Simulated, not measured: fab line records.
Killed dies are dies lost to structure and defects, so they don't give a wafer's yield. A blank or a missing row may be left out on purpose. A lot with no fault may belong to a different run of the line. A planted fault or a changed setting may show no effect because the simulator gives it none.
Struck lot and sound lot, side by side	flow sfq line	26 out of 325 route steps
Sound: these wafers, L744.1, L744.2, L744.6. Struck: wafer L749.6. (L749.1, L749.5 of the same lot were not struck and are left out.) The cause comes at the end.
Each step with rows lists, per side, the tool, then ch with its chambers, then its first start. Under that, the readings that differ: sound wafers	struck wafers	difference of the means	sigmas: that difference in standard deviations of wafers without a fault.
alike: same words and numbers on both sides, and readings whose means sit less than 2 such deviations apart. not compared: any withheld reading, any reading some wafer has no value for, any bound like >300 that may hide the same value, and any number with overlapping values for which the record gives no deviation.
A row with sigmas, a row that says differs or no value, or rows on one side alone: a step with any of these is where the two part. Numbers that have no deviation but don't overlap get no sigmas and don't part them. A reading that every wafer of one side lacks parts them only if that side has two wafers or more.

SFQ_L0_RS_MEAS_901: measurement is done with a four-point probe.
  sound on film metro-03, day 1 22:34; struck on film metro-03, day 2 23:34
  alike: L0_MONX_KI_RS
SFQ_L0_THK_MEAS_902: measures by xrf.
  sound on film metro-03, day 1 22:41; struck on film metro-03, day 2 23:41
  alike: L0_MONX_KI_THK
then, 6 steps without rows for these wafers: SFQ_TRILAYER_L0_LITHO_COAT_010 (resist thk 62 nm); SFQ_TRILAYER_L0_LITHO_COAT_005 (resist thk 600 nm); SFQ_TRILAYER_L0_LITHO_SOFTBAKE_009; SFQ_TRILAYER_L0_LITHO_EXPOSE_006 (exposes mask L0, target cd 2000 nm); SFQ_TRILAYER_L0_LITHO_PEB_008 (peb time 60 s); SFQ_TRILAYER_L0_LITHO_DEVELOP_007 (time 60 s).
SFQ_TRILAYER_L0_BARC_OPEN_METAL_ETCH_010: etches BARC in O2, target depth 125 nm, time 41.7 s.
  sound on rie metal-02 ch 0,1, day 2 18:29; struck on rie metal-02 ch 1, day 3 17:17
  alike: drypump motor current A, oes product au, rf fwd power W
  not compared: rf hours counter h
SFQ_TRILAYER_L0_ETCH_METAL_ETCH_008: etches MoNx KI in SF6/O2, stops on SiO2, target depth 50 nm, time 25 s.
  sound on rie metal-02 ch 0,1, day 2 18:33; struck on rie metal-02 ch 1, day 3 17:21
  alike: drypump motor current A, oes product au, rf fwd power W
  not compared: rf hours counter h
then, 2 steps without rows for these wafers: SFQ_TRILAYER_L0_STRIP_STRIP_009 (strips in O2); SFQ_TRILAYER_L0_STRIP_SOLV_CLEAN_010 (cleans in NMP, time 600 s).
SFQ_TRILAYER_L0_CAP_PECVD_011: deposits SiO2 from SiH4/N2O, time 13.333 s, target thk 60 nm.
  sound on pecvd-04 ch 0,2, day 2 19:22; struck on pecvd-01 ch 2, day 3 18:10
reading	sound	struck	difference	sigmas
throttle valve pct (%)	25.9 25.7 25.8	22.9	-2.9	-2
model.SiO2_of_TRILAYER_L0_CAP_PECVD_011.thk nm (nm)	60.78 58.13 59.98	52.14	-7.49	
  alike: heater power w, rf fwd power W, susceptor temp C
  not compared: since wet clean h
then, 6 steps without rows for these wafers: SFQ_TRILAYER_L0_VIA_LITHO_COAT_018 (resist thk 62 nm); SFQ_TRILAYER_L0_VIA_LITHO_COAT_013 (resist thk 650 nm); SFQ_TRILAYER_L0_VIA_LITHO_SOFTBAKE_017; SFQ_TRILAYER_L0_VIA_LITHO_EXPOSE_014 (exposes mask L0V, target cd 700 nm); SFQ_TRILAYER_L0_VIA_LITHO_PEB_016 (peb time 60 s); SFQ_TRILAYER_L0_VIA_LITHO_DEVELOP_015 (time 60 s).
-- the record jumps here: 3 days lie between the struck wafers' starts before and after --
SFQ_L0V_OVL_MEAS_903:
  sound on overlay-02, day 5 17:16; struck on overlay-01, day 6 21:25
  alike: L0V_OVL
SFQ_TRILAYER_L0_VIA_BARC_OPEN_VIA_ETCH_021: etches BARC in O2, target depth 125 nm, time 41.7 s.
  sound on rie diel-02 ch 0,1,2, day 5 17:18; struck on rie diel-02 ch 2, day 6 21:27
  alike: drypump motor current A, oes product au, rf fwd power W
  not compared: rf hours counter h
SFQ_TRILAYER_L0_VIA_ETCH_VIA_ETCH_016: etches SiO2 in CHF3, stops on MoNx KI, target depth 80 nm.
  sound on rie diel-02 ch 0,1,2, day 5 17:20; struck on rie diel-02 ch 2, day 6 21:29
reading	sound	struck	difference	sigmas
oes product au (a.u.)	0.852 0.835 0.841	0.778	-0.065	-9
model.etch.depth nm (nm)	60.78 58.13 59.98	52.14	-7.49	
model.L0V.feature depth nm (nm)	60.78 58.13 59.98	52.14	-7.49	
  alike: drypump motor current A, rf fwd power W
SFQ_TRILAYER_L0_VIA_STRIP_STRIP_017: strips in O2.
  sound on rie metal-03 ch 0,1, day 5 17:23; struck on rie metal-03 ch 1, day 6 21:32
  alike: drypump motor current A, oes product au
  not compared: rf hours counter h
then, 1 step without rows for these wafers: SFQ_TRILAYER_L0_VIA_STRIP_SOLV_CLEAN_018 (cleans in NMP, time 600 s).
SFQ_TRILAYER_M0_DEP_PRE_CLEAN_020: time 15 s.
  sound on pvd sputter-03, day 5 18:10; struck on pvd sputter-06, day 6 22:20
reading	sound	struck	difference	sigmas
model.SiO2_of_TRILAYER_L0_CAP_PECVD_011.thk nm (nm)	55.78 53.13 54.98	47.14	-7.49	
SFQ_TRILAYER_M0_DEP_SPUTTER_019: material Nb, target thk 200 nm, time 133.3 s.
  sound on pvd sputter-03, day 5 18:11; struck on pvd sputter-06, day 6 22:22
  alike: resputter cathode voltage v, throttle valve pct

== WHERE THEY PART ==
First at SFQ_TRILAYER_L0_CAP_PECVD_011; last, within this record, at SFQ_TRILAYER_L0_VIA_ETCH_VIA_ETCH_016. Later steps at which nothing parts them and some readings are alike: SFQ_TRILAYER_L0_VIA_STRIP_STRIP_017, SFQ_TRILAYER_M0_DEP_SPUTTER_019.

WHY: the cause the simulator had injected
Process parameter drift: pecvd-01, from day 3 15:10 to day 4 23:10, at SFQ_TRILAYER_L0_CAP_PECVD_011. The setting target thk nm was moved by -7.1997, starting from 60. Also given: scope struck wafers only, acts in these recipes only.
